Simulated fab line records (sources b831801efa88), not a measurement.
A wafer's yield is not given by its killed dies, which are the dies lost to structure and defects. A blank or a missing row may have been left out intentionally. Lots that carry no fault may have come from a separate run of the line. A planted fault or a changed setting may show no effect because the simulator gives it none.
2 desks looking at one fault / flow sky130 / each desk has only its own numbers; what lay behind them comes last

== FROM THE METROLOGY DESK ==
Means of the sampled wafers that have a number, per lot and without regard to the tool the lot ran on: this is what the gauges read. Marked OUT: a lot whose mean sits more than 4 standard deviations from the usual mean, which makes it out of limits; the brackets give that distance.
Columns: A = VT_ADJUST_HVTP_TW at SKY_VT_ADJUST_HVTP_TW_MEAS_11, usual 1362; B = GATE_OXIDE_OVL at SKY_GATE_OXIDE_OVL_MEAS_10, usual 0.3 nm; C = LDD_P_OVL at SKY_LDD_P_OVL_MEAS_08, usual -0.6 nm
lot=L508; first seen here=day 6 01:12; A=1352; B=1.1; C=0.2
lot=L509; first seen here=day 6 04:29; A=1340; B=-0.1; C=-1.1
lot=L510; first seen here=day 6 09:38; A=1343; B=-0.3; C=0.8
lot=L514; first seen here=day 7 13:10; A=1473 (+5.0) OUT; B=0.3; C=-1.0
lot=L515; first seen here=day 7 13:27; A=1396; B=-0.6; C=-0.9
lot=L519; first seen here=day 8 16:52; A=1461 (+4.5) OUT; B=0.0; C=-2.0
lot=L524; first seen here=day 10 16:33; A=1339; B=1.0; C=-0.5
lot=L526; first seen here=day 11 02:25; A=1355; B=0.1; C=-0.8
lot=L527; first seen here=day 11 06:48; A=1361; B=1.0; C=-2.7
lot=L528; first seen here=day 11 09:13; A=1345; B=1.2; C=-1.4
lot=L530; first seen here=day 12 00:07; A=1388; B=1.6; C=2.0
lot=L531; first seen here=day 12 05:11; A=1383; B=0.6; C=0.0
This desk's finding: out of limits on L514, L519; first on L514, day 7 13:10 (VT_ADJUST_HVTP_TW at SKY_VT_ADJUST_HVTP_TW_MEAS_11). L508, L509, L510, L515, L524, L526, L527, L528, L530, L531: within limits.

== FOR THE TOOL OWNER'S DESK: implanter-01 ==
For each lot that ran on this tool, the mean over its sampled wafers that have a number, from the tool's own readings at SKY_VT_ADJUST_HVTP_IMPLANT_09. Marked OUT: a lot whose mean sits more than 4 standard deviations from the usual mean, which makes it out of limits; the brackets give that distance.
Columns: A = dose_ions_cm2 at SKY_VT_ADJUST_HVTP_IMPLANT_09, usual 4.299e+12; B = faraday_current_uA at SKY_VT_ADJUST_HVTP_IMPLANT_09, usual 24.3
lot=L509; first seen here=day 6 04:16; A=4.298e+12; B=23.9
lot=L510; first seen here=day 6 09:26; A=4.300e+12; B=24.0
lot=L514; first seen here=day 7 12:55; A=5.026e+12 (+99 or more) OUT; B=27.9 (+7.3) OUT
lot=L519; first seen here=day 8 16:38; A=5.021e+12 (+99 or more) OUT; B=28.5 (+8.3) OUT
lot=L528; first seen here=day 11 08:58; A=4.301e+12; B=24.1
lot=L530; first seen here=day 11 23:52; A=4.295e+12; B=23.8
This desk's verdict: out of limits on L514, L519, starting with L514 at day 7 12:55 (dose_ions_cm2 at SKY_VT_ADJUST_HVTP_IMPLANT_09). L509, L510, L528, L530: within limits.

== TAKEN TOGETHER ==
On L514, L519, at day 7 12:55, an alarm was possible from the tool owner's desk.
Metrology desk: alarm possible at day 7 13:10 on L514, L519.
The lots listed all ran SKY_VT_ADJUST_HVTP_IMPLANT_09 on implanter-01.

== WHAT THE SIMULATOR HAD PUT IN ==
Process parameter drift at SKY_VT_ADJUST_HVTP_IMPLANT_09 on implanter-01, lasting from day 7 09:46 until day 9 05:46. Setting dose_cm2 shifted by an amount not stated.
Lots struck among those shown: L514, L519.
Fault start to first reading out of limits, in hours, per desk: tool owner, 3; metrology, 3.
